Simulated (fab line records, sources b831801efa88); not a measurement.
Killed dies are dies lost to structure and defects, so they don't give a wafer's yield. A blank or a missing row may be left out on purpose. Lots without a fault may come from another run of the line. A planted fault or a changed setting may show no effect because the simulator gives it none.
fab line records | flow gf180mcu
record lots=5 wafers=15 last_day=33
route steps=602 shown V1@361 M2@362
lots that met no fault: from a run of the same line without faults
start_h: hours from the record's first day to the start of the lot's first wafer shown | wait_h: hours since the lot's step before | " the same as in the row above | L1.1+2: a row that stands for several wafers | - no value, or no start given | * or withheld: withheld | < > ~ a bound
route shown NAME@n: a module of which the file shows steps, and the number in the route of the first | usual: mean/standard deviation of fault-free wafers | same: alike in all rows | chamber/n: place in a boat | sites: the reading at each site | _std_site: their standard deviation | _edge_site: outer sites' mean less inner sites' | radius_mm: how far each site lies from the wafer's centre | mask NAME#n: copy n | behind: the tool/chamber that last shaped the wafer | hold: why the lot was held/for how many hours/how that ended | device: the transistor (n, p or np) that didn't switch | end of line: the same wafers' tests at the end of the route | a step without rows: its recipe alone | killed: dies lost to structure and defects at the first sort, not the wafer's yield | map: a wafer's dies, x killed, . not, _ none there
set.NAME: the setting as run; set.NAME@STEP: as run at that earlier step | model.NAME: the simulator's own value behind a step, which no gauge read
lots at some steps of the route; a table a step, a row a wafer
services: from which hour (start_h, from the record's first day; less than 0 if before it) a tool's chamber was out of use, for how many hours, and why
## steps
# step GF_V1_CMP_26
# recipe stop_on=SiO2 down_force_psi=3.5 platen_rpm=60 t_overpolish_s=15 target_thk_nm=0 pad_velocity_m_s=0.94248
# usual motor_current_A=10.7/0.88 overpolish_run_s=14.999/0.0093 time_to_endpoint_s=85/4
# same t_overpolish_s=15
# columns lot.wafer tool chamber start_h wait_h motor_current_A overpolish_run_s time_to_endpoint_s
L079.2 cmp-02 1 466.92 0.1 11.4 15.017 86
L079.3 " 2 " " 11.5 15.002 81
L079.4 " 3 " " 9.8 15.009 79
L080.1 cmp-02 0 501.36 0.1 11.0 14.992 86
L080.5 " 3 " " 9.7 15.017 84
L080.6 " 0 " " 10.7 15.007 88
L084.1 cmp-01 0 517.20 0.1 11.1 14.996 84
L084.3 " 2 " " 10.4 15.012 80
L084.6 " 1 " " 9.7 14.983 91
L085.1 cmp-01 2 531.84 0.1 10.0 14.997 82
L085.3 " 0 " " 10.9 14.984 84
L085.6 " 3 " " 12.7 15.020 87
L088.3 cmp-01 1 553.42 0.0 9.8 15.003 92
L088.2 " 0 " " 10.8 14.976 85
L088.5 " 1 " " 9.4 14.989 90
# step GF_M2_SPUTTER_00
# recipe material=Ti target_thk_nm=37.5 arriving_ion_energy_ev=80 substrate_temp_c=200 chamber_pressure_pa=2 power_w=4000 time_s=150
# usual throttle_valve_pct=30.2/1.2
# columns lot.wafer tool chamber start_h wait_h throttle_valve_pct
L079.2 pvd_sputter-03 - 467.17 0.2 31.0
L079.3 " - " " 30.1
L079.4 " - " " 30.3
L080.1 pvd_sputter-04 - 501.61 0.2 29.8
L080.5 " - " " 31.3
L080.6 " - " " 29.9
L084.1 pvd_sputter-02 - 517.50 0.2 28.7
L084.3 " - " " 30.5
L084.6 " - " " 28.8
L085.1 pvd_sputter-04 - 532.14 0.2 29.5
L085.3 " - " " 31.4
L085.6 " - " " 27.7
L088.2 pvd_sputter-02 - 553.72 0.1 30.5
L088.3 " - " " 29.0
L088.5 " - " " 31.7
# step GF_M2_SPUTTER_01
# recipe material=TiN target_thk_nm=30 power_w=6500 time_s=25 chamber_pressure_pa=0.4
# usual throttle_valve_pct=30.3/1.2
# columns lot.wafer tool chamber start_h wait_h throttle_valve_pct
L079.2 pvd_sputter-03 - 467.27 0.1 31.2
L079.3 " - " " 30.2
L079.4 " - " " 30.2
L080.1 pvd_sputter-04 - 501.71 0.1 29.5
L080.5 " - " " 31.7
L080.6 " - " " 29.4
L084.1 pvd_sputter-02 - 517.60 0.1 29.1
L084.3 " - " " 30.5
L084.6 " - " " 28.6
L085.1 pvd_sputter-04 - 532.24 0.1 29.9
L085.3 " - " " 31.7
L085.6 " - " " 27.8
L088.2 pvd_sputter-02 - 553.82 0.1 30.5
L088.3 " - " " 29.1
L088.5 " - " " 31.7
# step GF_M2_SPUTTER_02
# recipe material=AlCu target_thk_nm=450 power_w=10600 time_s=23.9 chamber_pressure_pa=0.4
# usual throttle_valve_pct=30.3/1.2
# columns lot.wafer tool chamber start_h wait_h throttle_valve_pct
L079.2 pvd_sputter-03 - 467.30 0.0 31.1
L079.3 " - " " 30.1
L079.4 " - " " 30.3
L080.1 pvd_sputter-04 - 501.74 0.0 30.0
L080.5 " - " " 31.8
L080.6 " - " " 29.7
L084.1 pvd_sputter-02 - 517.63 0.0 29.2
L084.3 " - " " 30.8
L084.6 " - " " 29.1
L085.1 pvd_sputter-04 - 532.27 0.0 30.0
L085.3 " - " " 31.5
L085.6 " - " " 27.8
L088.2 pvd_sputter-02 - 553.85 0.0 30.8
L088.3 " - " " 28.9
L088.5 " - " " 31.8
# step GF_M2_SPUTTER_03
# recipe material=Ti target_thk_nm=10 substrate_temp_c=300 chamber_pressure_pa=0.3 power_w=3000 time_s=6.7
# usual throttle_valve_pct=30.3/1.2
# columns lot.wafer tool chamber start_h wait_h throttle_valve_pct
L079.2 pvd_sputter-03 - 467.33 0.0 31.1
L079.3 " - " " 30.2
L079.4 " - " " 30.4
L080.1 pvd_sputter-04 - 501.77 0.0 29.4
L080.5 " - " " 31.4
L080.6 " - " " 29.6
L084.1 pvd_sputter-02 - 517.66 0.0 29.0
L084.3 " - " " 30.5
L084.6 " - " " 29.0
L085.1 pvd_sputter-04 - 532.30 0.0 29.5
L085.3 " - " " 31.5
L085.6 " - " " 28.0
L088.2 pvd_sputter-02 - 553.88 0.0 30.7
L088.3 " - " " 28.9
L088.5 " - " " 31.4
# step GF_M2_SPUTTER_04
# recipe material=TiN target_thk_nm=50 power_w=6500 time_s=41.7 chamber_pressure_pa=0.4
# usual throttle_valve_pct=30.2/1.2
# columns lot.wafer tool chamber start_h wait_h throttle_valve_pct
L079.2 pvd_sputter-03 - 467.35 0.0 31.0
L079.3 " - " " 30.1
L079.4 " - " " 30.0
L080.1 pvd_sputter-04 - 501.79 0.0 29.6
L080.5 " - " " 31.6
L080.6 " - " " 29.4
L084.1 pvd_sputter-02 - 517.68 0.0 29.1
L084.3 " - " " 30.9
L084.6 " - " " 28.9
L085.1 pvd_sputter-04 - 532.32 0.0 29.8
L085.3 " - " " 31.4
L085.6 " - " " 27.5
L088.2 pvd_sputter-02 - 553.90 0.0 30.7
L088.3 " - " " 29.1
L088.5 " - " " 31.5
# step GF_M2_RS_MEAS_05
# recipe thk_meas_gauge=four-point-probe reads=TiN_of_M2_SPUTTER_04+Ti_of_M2_SPUTTER_03+AlCu_of_M2_SPUTTER_02+TiN_of_M2_SPUTTER_01+Ti_of_M2_SPUTTER_00
# usual M2_ALCU_RS=0.0697/0.0008
# columns lot.wafer tool chamber start_h wait_h M2_ALCU_RS[ohm/sq]
L079.2 film_metro-03 - 467.41 0.0 0.0683
L079.3 " - " " 0.0697
L079.4 " - " " 0.0702
L080.1 film_metro-04 - 501.83 0.0 0.0701
L080.5 " - " " 0.0704
L080.6 " - " " 0.0706
L084.1 film_metro-01 - 517.72 0.0 0.0701
L084.3 " - " " 0.0709
L084.6 " - " " 0.0702
L085.1 film_metro-03 - 532.36 0.0 0.0711
L085.3 " - " " 0.0707
L085.6 " - " " 0.0705
L088.2 film_metro-04 - 553.96 0.0 0.0698
L088.3 " - " " 0.0689
L088.5 " - " " 0.0697
# step GF_M2_THK_MEAS_06
# recipe thk_meas_gauge=xrf reads=AlCu_of_M2_SPUTTER_02
# usual M2_ALCU_THK=449/5.9
# columns lot.wafer tool chamber start_h wait_h M2_ALCU_THK[nm]
L079.2 film_metro-03 - 467.52 0.1 459
L079.3 " - " " 451
L079.4 " - " " 444
L080.1 film_metro-04 - 501.95 0.1 448
L080.5 " - " " 445
L080.6 " - " " 444
L084.1 film_metro-01 - 517.84 0.1 445
L084.3 " - " " 442
L084.6 " - " " 445
L085.1 film_metro-03 - 532.48 0.1 438
L085.3 " - " " 442
L085.6 " - " " 444
L088.2 film_metro-04 - 554.07 0.1 452
L088.3 " - " " 456
L088.5 " - " " 454
# step GF_M2_DEHYDRATE_07
# recipe temp_c=200 time_s=60
# usual chill_plate_temp_C=23.00/0.11 heater_power_total_W=160.39/0.13
# columns lot.wafer tool chamber start_h wait_h chill_plate_temp_C heater_power_total_W
L079.2 litho_track-01 0 478.53 11.0 23.06 160.63
L079.3 " 0 " " 22.93 160.49
L079.4 " 0 " " 23.04 160.43
L080.1 litho_track-03 0 512.84 10.9 22.97 160.37
L080.5 " 0 " " 23.14 160.20
L080.6 " 0 " " 23.09 160.20
L084.1 litho_track-04 0 528.20 10.4 23.03 160.36
L084.3 " 0 " " 23.18 160.37
L084.6 " 0 " " 23.27 160.48
L085.1 litho_track-04 0 544.10 11.6 22.89 160.35
L085.3 " 0 " " 22.87 160.54
L085.6 " 0 " " 22.83 160.60
L088.2 litho_track-04 0 565.18 11.1 22.91 160.53
L088.3 " 0 " " 22.98 160.40
L088.5 " 0 " " 22.97 160.40
# step GF_M2_HMDS_08
# recipe prime_time_s=60 prime_temp_c=120
# usual chill_plate_temp_C=23.01/0.1
# columns lot.wafer tool chamber start_h wait_h chill_plate_temp_C
L079.2 litho_track-01 0 478.68 0.1 22.98
L079.3 " 0 " " 22.97
L079.4 " 0 " " 22.92
L080.1 litho_track-03 0 512.99 0.1 23.10
L080.5 " 0 " " 22.99
L080.6 " 0 " " 23.01
L084.1 litho_track-04 0 528.35 0.1 23.00
L084.3 " 0 " " 22.85
L084.6 " 0 " " 23.03
L085.1 litho_track-04 0 544.25 0.1 22.98
L085.3 " 0 " " 22.95
L085.6 " 0 " " 22.91
L088.2 litho_track-04 0 565.33 0.1 23.03
L088.3 " 0 " " 23.07
L088.5 " 0 " " 23.16
# step GF_M2_COAT_09
# recipe resist=KrF spin_rpm=withheld resist_thk_nm=1000
# usual chill_plate_temp_C=23.00/0.1
# columns lot.wafer tool chamber start_h wait_h chill_plate_temp_C
L079.2 litho_track-01 0 478.83 0.1 22.93
L079.3 " 0 " " 23.05
L079.4 " 0 " " 22.99
L080.1 litho_track-03 0 513.14 0.1 22.97
L080.5 " 0 " " 22.88
L080.6 " 0 " " 22.77
L084.1 litho_track-04 0 528.50 0.1 22.82
L084.3 " 0 " " 22.95
L084.6 " 0 " " 22.88
L085.1 litho_track-04 0 544.40 0.1 23.06
L085.3 " 0 " " 23.16
L085.6 " 0 " " 22.88
L088.2 litho_track-04 0 565.48 0.1 23.12
L088.3 " 0 " " 23.08
L088.5 " 0 " " 23.03
## services
# columns tool chamber start_h hours kind
cmp-01 - 447.23 1.4 repair
cmp-02 - 449.29 4.4 pm
pvd_sputter-04 - 455.80 3.9 repair
cmp-01 - 456.11 4.2 pm
cmp-01 - 460.70 6.8 pm
pvd_sputter-02 - 463.07 1.9 repair
litho_track-03 - 506.80 - consumable_replace:filter
cmp-02 - 519.18 3.3 repair
cmp-01 - 527.03 1.0 repair
cmp-02 - 561.06 11.1 pm
## key
fault none
